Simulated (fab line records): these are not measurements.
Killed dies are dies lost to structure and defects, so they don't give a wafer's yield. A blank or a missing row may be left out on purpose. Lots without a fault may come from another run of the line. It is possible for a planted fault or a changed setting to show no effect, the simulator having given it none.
fab line records -- flow gf180mcu
[record] lots = 14, wafers = 42, last_day = 34
route steps=602 shown VT_IMPLANT@100 PSD@256 SAB@272 CONTACT@313
lots that met no fault: taken from a fault-free run of the same line
start_h: hours from the record's opening day to when the first of the lot's shown wafers began -- wait_h: how many hours have passed since the lot's step before this one -- " unchanged from the row above -- L1.1+2: a row that stands for several wafers -- - no value present, or no start provided -- * or withheld: withheld -- < > ~ a bound
route shown NAME@n: NAME is a module with steps in the file, n the number in the route of the first one -- usual: mean/standard deviation taken from wafers without a fault -- same: alike in all rows -- chamber/n: place in a boat -- sites: each site's reading -- _std_site: standard deviation of those values -- _edge_site: mean of outer sites minus mean of inner sites -- radius_mm: how far each site lies from the wafer's centre -- mask NAME#n: copy n -- behind: the last tool/chamber to shape the wafer -- hold: reason for holding the lot/hours on hold/outcome of the hold -- device: transistor that didn't switch, given as n, p or np -- end of line: the route-end tests of the same wafers -- a step given without rows: its recipe and nothing more -- killed: at the first sort, the dies lost to defects and structure; wafer yield is something else -- map: the dies of a wafer, with x for killed, . for not killed, _ for no die there
set.NAME: the setting the step ran with; set.NAME@STEP: the setting that earlier step ran with -- model.NAME: the simulator's own value behind a step, which no gauge read
a sample of lots followed through the steps of the route, with each step as a table and each wafer as a row
[[steps]]
[step GF_VT_IMPLANT_TW_MEAS_10]
[usual] VT_IMPLANT_TW = 571/3.5
lot.wafer,tool,chamber,start_h,wait_h,VT_IMPLANT_TW
L591.1,film_metro-02,-,112.54,0.1,564
L591.5,film_metro-02,-,112.54,0.1,568
L591.6,film_metro-02,-,112.54,0.1,570
L593.1,film_metro-03,-,121.99,0.1,573
L593.3,film_metro-03,-,121.99,0.1,566
L593.6,film_metro-03,-,121.99,0.1,571
L595.1,film_metro-02,-,134.74,0.1,568
L595.3,film_metro-02,-,134.74,0.1,571
L595.6,film_metro-02,-,134.74,0.1,568
L596.1,film_metro-03,-,147.06,0.1,567
L596.5,film_metro-03,-,147.06,0.1,572
L596.6,film_metro-03,-,147.06,0.1,568
L597.3,film_metro-02,-,150.18,0.1,568
L597.4,film_metro-02,-,150.18,0.1,568
L597.5,film_metro-02,-,150.18,0.1,571
L598.1,film_metro-01,-,156.31,0.1,575
L598.3,film_metro-01,-,156.31,0.1,572
L598.4,film_metro-01,-,156.31,0.1,574
L599.3,film_metro-02,-,162.01,0.1,572
L599.4,film_metro-02,-,162.01,0.1,571
L599.6,film_metro-02,-,162.01,0.1,570
L600.2,film_metro-02,-,170.37,0.1,570
L600.3,film_metro-02,-,170.37,0.1,570
L600.6,film_metro-02,-,170.37,0.1,570
L608.1,film_metro-03,-,216.79,0.1,570
L608.4,film_metro-03,-,216.79,0.1,573
L608.6,film_metro-03,-,216.79,0.1,574
L609.1,film_metro-01,-,223.67,0.1,576
L609.2,film_metro-01,-,223.67,0.1,573
L609.5,film_metro-01,-,223.67,0.1,571
L610.1,film_metro-03,-,233.57,0.1,570
L610.3,film_metro-03,-,233.57,0.1,571
L610.4,film_metro-03,-,233.57,0.1,574
L612.3,film_metro-02,-,243.36,0.1,569
L612.4,film_metro-02,-,243.36,0.1,569
L612.5,film_metro-02,-,243.36,0.1,571
L613.1,film_metro-02,-,249.44,0.1,569
L613.3,film_metro-02,-,249.44,0.1,567
L613.4,film_metro-02,-,249.44,0.1,568
L614.1,film_metro-03,-,253.97,0.1,569
L614.5,film_metro-03,-,253.97,0.1,569
L614.6,film_metro-03,-,253.97,0.1,572
[step GF_PSD_OVL_MEAS_08]
[usual] PSD_OVL = -0.5/1.1
lot.wafer,tool,chamber,start_h,wait_h,PSD_OVL[nm]
L591.1,overlay-02,-,318.57,0.1,-2.0
L591.5,overlay-02,-,318.57,0.1,-0.6
L591.6,overlay-02,-,318.57,0.1,-1.9
L593.1,overlay-02,-,333.44,0.1,1.6
L593.3,overlay-02,-,333.44,0.1,-0.2
L593.6,overlay-02,-,333.44,0.1,0.5
L595.1,overlay-01,-,352.04,0.1,-0.7
L595.3,overlay-01,-,352.04,0.1,0.8
L595.6,overlay-01,-,352.04,0.1,0.9
L596.1,overlay-02,-,369.64,0.1,-0.8
L596.5,overlay-02,-,369.64,0.1,-2.3
L596.6,overlay-02,-,369.64,0.1,-1.7
L597.3,overlay-01,-,376.62,0.1,-0.6
L597.4,overlay-01,-,376.62,0.1,-0.6
L597.5,overlay-01,-,376.62,0.1,-1.8
L598.1,overlay-01,-,383.11,0.1,-1.1
L598.3,overlay-01,-,383.11,0.1,-2.4
L598.4,overlay-01,-,383.11,0.1,1.5
L599.3,overlay-02,-,386.08,0.1,2.0
L599.4,overlay-02,-,386.08,0.1,-1.1
L599.6,overlay-02,-,386.08,0.1,-1.8
L600.2,overlay-01,-,398.77,0.1,0.7
L600.3,overlay-01,-,398.77,0.1,0.4
L600.6,overlay-01,-,398.77,0.1,0.3
L608.1,overlay-02,-,462.49,0.1,-1.0
L608.4,overlay-02,-,462.49,0.1,-0.4
L608.6,overlay-02,-,462.49,0.1,-1.1
L609.1,overlay-01,-,469.22,0.1,-1.5
L609.2,overlay-01,-,469.22,0.1,-0.7
L609.5,overlay-01,-,469.22,0.1,-0.1
L610.1,overlay-02,-,483.52,0.1,0.1
L610.3,overlay-02,-,483.52,0.1,0.6
L610.4,overlay-02,-,483.52,0.1,-1.8
L612.3,overlay-01,-,496.90,0.1,1.3
L612.4,overlay-01,-,496.90,0.1,0.9
L612.5,overlay-01,-,496.90,0.1,-1.1
L613.1,overlay-02,-,505.07,0.1,-1.7
L613.3,overlay-02,-,505.07,0.1,-0.8
L613.4,overlay-02,-,505.07,0.1,-1.3
L614.1,overlay-02,-,510.32,0.1,-1.1
L614.5,overlay-02,-,510.32,0.1,0.3
L614.6,overlay-02,-,510.32,0.1,-0.2
[step GF_SAB_DEVELOP_08]
[recipe] develop_time_s = 60, dev_temp_c = 23
[usual] chill_plate_temp_C = 23.00/0.12, develop_time_s = 60/0, developer_temp_C = 22.99/0.11, exhaust_pa = 44.9/0.95
lot.wafer,tool,chamber,start_h,wait_h,chill_plate_temp_C,develop_time_s,developer_temp_C,exhaust_pa
L591.1,litho_track-01,0,340.35,0.1,22.88,60,23.04,45.0
L591.5,litho_track-01,0,340.35,0.1,23.06,60,22.97,45.9
L591.6,litho_track-01,0,340.35,0.1,23.02,60,23.05,44.9
L593.1,litho_track-04,0,355.95,0.1,22.93,60,23.10,44.2
L593.3,litho_track-04,0,355.95,0.1,23.04,60,23.15,45.6
L593.6,litho_track-04,0,355.95,0.1,22.87,60,23.18,44.0
L595.1,litho_track-02,0,375.29,0.1,23.03,60,23.04,45.1
L595.3,litho_track-02,0,375.29,0.1,23.07,60,23.16,44.3
L595.6,litho_track-02,0,375.29,0.1,23.12,60,22.93,45.2
L596.1,litho_track-01,0,391.45,0.1,22.97,60,23.02,45.9
L596.5,litho_track-01,0,391.45,0.1,23.02,60,23.12,46.3
L596.6,litho_track-01,0,391.45,0.1,23.00,60,23.17,44.8
L597.3,litho_track-04,0,398.85,0.1,22.94,60,22.85,45.5
L597.4,litho_track-04,0,398.85,0.1,23.01,60,22.87,43.8
L597.5,litho_track-04,0,398.85,0.1,23.08,60,23.00,45.0
L598.1,litho_track-01,-,405.65,0.1,-,-,-,-
L598.3,litho_track-01,-,405.65,0.1,-,-,-,-
L598.4,litho_track-01,-,405.65,0.1,-,-,-,-
L599.3,litho_track-02,-,408.64,0.1,-,-,-,-
L599.4,litho_track-02,-,408.64,0.1,-,-,-,-
L599.6,litho_track-02,-,408.64,0.1,-,-,-,-
L600.2,litho_track-01,0,422.68,0.1,23.09,60,22.82,44.2
L600.3,litho_track-01,0,422.68,0.1,22.91,60,22.79,46.3
L600.6,litho_track-01,0,422.68,0.1,22.93,60,22.81,44.1
L608.1,litho_track-01,0,486.40,0.1,23.05,60,23.07,44.9
L608.4,litho_track-01,0,486.40,0.1,22.86,60,22.93,44.6
L608.6,litho_track-01,0,486.40,0.1,22.89,60,22.99,45.5
L609.1,litho_track-01,0,493.75,0.1,22.94,60,22.97,45.5
L609.2,litho_track-01,0,493.75,0.1,22.94,60,23.03,47.4
L609.5,litho_track-01,0,493.75,0.1,22.94,60,23.06,45.7
L610.1,litho_track-01,0,508.05,0.1,23.23,60,23.09,45.4
L610.3,litho_track-01,0,508.05,0.1,22.99,60,23.00,45.2
L610.4,litho_track-01,0,508.05,0.1,23.22,60,22.88,46.1
L612.3,litho_track-01,0,520.80,0.1,22.85,60,23.01,44.7
L612.4,litho_track-01,0,520.80,0.1,23.03,60,22.87,42.8
L612.5,litho_track-01,0,520.80,0.1,22.91,60,22.79,44.2
L613.1,litho_track-01,0,527.45,0.1,23.03,60,22.93,45.7
L613.3,litho_track-01,0,527.45,0.1,23.15,60,23.01,46.4
L613.4,litho_track-01,0,527.45,0.1,23.15,60,23.09,46.5
L614.1,litho_track-04,0,533.99,0.1,23.01,60,22.89,45.0
L614.5,litho_track-04,0,533.99,0.1,22.99,60,23.05,44.3
L614.6,litho_track-04,0,533.99,0.1,23.04,60,22.91,44.1
[step GF_CONTACT_THK_MEAS_26]
[recipe] thk_meas_gauge = xrf, reads = W_of_CONTACT_CVD_24
[usual] CONTACT_W_THK = 286/3
lot.wafer,tool,chamber,start_h,wait_h,CONTACT_W_THK[nm]
L591.1,film_metro-02,-,365.25,0.1,292
L591.5,film_metro-02,-,365.25,0.1,286
L591.6,film_metro-02,-,365.25,0.1,286
L593.1,film_metro-02,-,381.03,0.1,289
L593.3,film_metro-02,-,381.03,0.1,289
L593.6,film_metro-02,-,381.03,0.1,291
L595.1,film_metro-02,-,403.69,0.1,290
L595.3,film_metro-02,-,403.69,0.1,291
L595.6,film_metro-02,-,403.69,0.1,288
L596.1,film_metro-02,-,416.49,0.1,284
L596.5,film_metro-02,-,416.49,0.1,287
L596.6,film_metro-02,-,416.49,0.1,282
L597.3,film_metro-01,-,424.55,0.1,286
L597.4,film_metro-01,-,424.55,0.1,281
L597.5,film_metro-01,-,424.55,0.1,284
L600.2,film_metro-02,-,449.29,0.1,285
L600.3,film_metro-02,-,449.29,0.1,286
L600.6,film_metro-02,-,449.29,0.1,284
L608.1,film_metro-02,-,513.43,0.1,288
L608.4,film_metro-02,-,513.43,0.1,287
L608.6,film_metro-02,-,513.43,0.1,289
L609.1,film_metro-04,-,519.65,0.1,286
L609.2,film_metro-04,-,519.65,0.1,285
L609.5,film_metro-04,-,519.65,0.1,284
L610.1,film_metro-02,-,533.91,0.1,290
L610.3,film_metro-02,-,533.91,0.1,286
L610.4,film_metro-02,-,533.91,0.1,288
L612.3,film_metro-02,-,546.29,0.1,293
L612.4,film_metro-02,-,546.29,0.1,288
L612.5,film_metro-02,-,546.29,0.1,289
L613.1,film_metro-04,-,552.32,0.1,279
L613.3,film_metro-04,-,552.32,0.1,282
L613.4,film_metro-04,-,552.32,0.1,282
L614.1,film_metro-01,-,559.28,0.1,284
L614.5,film_metro-01,-,559.28,0.1,285
L614.6,film_metro-01,-,559.28,0.1,283
[[key]]
[first_sign] step = GF_SAB_DEVELOP_08, reading = tool_record, direction = missing
effect none on later readings
met_at GF_SAB_DEVELOP_08
struck_lots L598,L599
later_rows_left_out L598.1,L598.3,L598.4,L599.3,L599.4,L599.6
sort_left_out L598.1,L598.3,L598.4,L599.3,L599.4,L599.6
tester_left_out L598,L599
not_acting_at GF_VT_IMPLANT_TW_MEAS_10,GF_PSD_OVL_MEAS_08,GF_CONTACT_THK_MEAS_26
onset_between 391.45 405.65
[fault] kind = skipped_step_whole, tool = litho_track-01,litho_track-02, chamber = -, onset_h = 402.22, steps = GF_SAB_DEVELOP_08, scope = struck_lots_only
// tester_left_out: of these lots the tester's yield and bins aren't shown, on N5 and GAA mostly nor the transistor test; their killed dies are dies lost to structure and defects alone, not to doping, threshold or leakage, so they don't give the yield
// sort_left_out: the simulated sort isn't trusted on such a fault, so these wafers' sort isn't shown, and their yield isn't known
// later_rows_left_out: the simulator's readings of these wafers behind a module that went badly wrong aren't trusted and aren't shown, but for the sort
